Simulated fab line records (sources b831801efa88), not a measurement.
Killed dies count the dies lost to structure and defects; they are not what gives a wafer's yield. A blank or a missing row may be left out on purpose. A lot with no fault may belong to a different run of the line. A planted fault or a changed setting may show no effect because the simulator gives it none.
Which tool was responsible?    flow gf180mcu    at 1 step of a route of 602, 6 lots with 18 wafers sampled

== WHAT EACH GAUGE READ, for each wafer ==
GF_POLY_GATE_THK_MEAS_01.
lot   measured      on             POLY_GATE_CVD_00_THK (nm)
L167  day 8 17:08   film_metro-04  198.5 197.8 197.6
L169  day 9 13:14   film_metro-04  199.5 199.4 200.8
L171  day 10 01:19  film_metro-01  196.0 200.4 198.9
L173  day 10 13:13  film_metro-03  202.9 202.5 203.7
L184  day 13 20:47  film_metro-01  200.7 200.2 200.1
L187  day 14 17:16  film_metro-01  202.5 204.0 204.5

== TOOL THAT RAN EACH LOT (tool first, then ch and the chambers of the sampled wafers, then the start) ==
The record holds no process step before these readings.

== THE ANSWER, worked out from the rows above alone ==
Rule: the lots themselves supply what counts as usual. Put in order of their means at a reading, lots are off if they are a third of the lots or fewer, leave a main group of 4 or more, and stand apart from it by a gap of 3 or more times the standard deviation of the main group's means; of several such gaps the widest counts. Not used: any main group whose means are identical at the precision the tables above print for the reading. Also off: a lot with no number at a reading for which 4 or more lots have one. Any other lot the step has rows for is counted as sound.
No lot is off on any of the readings shown, so nothing can be concluded from this.

== WHAT WAS PUT IN BY THE SIMULATOR ==
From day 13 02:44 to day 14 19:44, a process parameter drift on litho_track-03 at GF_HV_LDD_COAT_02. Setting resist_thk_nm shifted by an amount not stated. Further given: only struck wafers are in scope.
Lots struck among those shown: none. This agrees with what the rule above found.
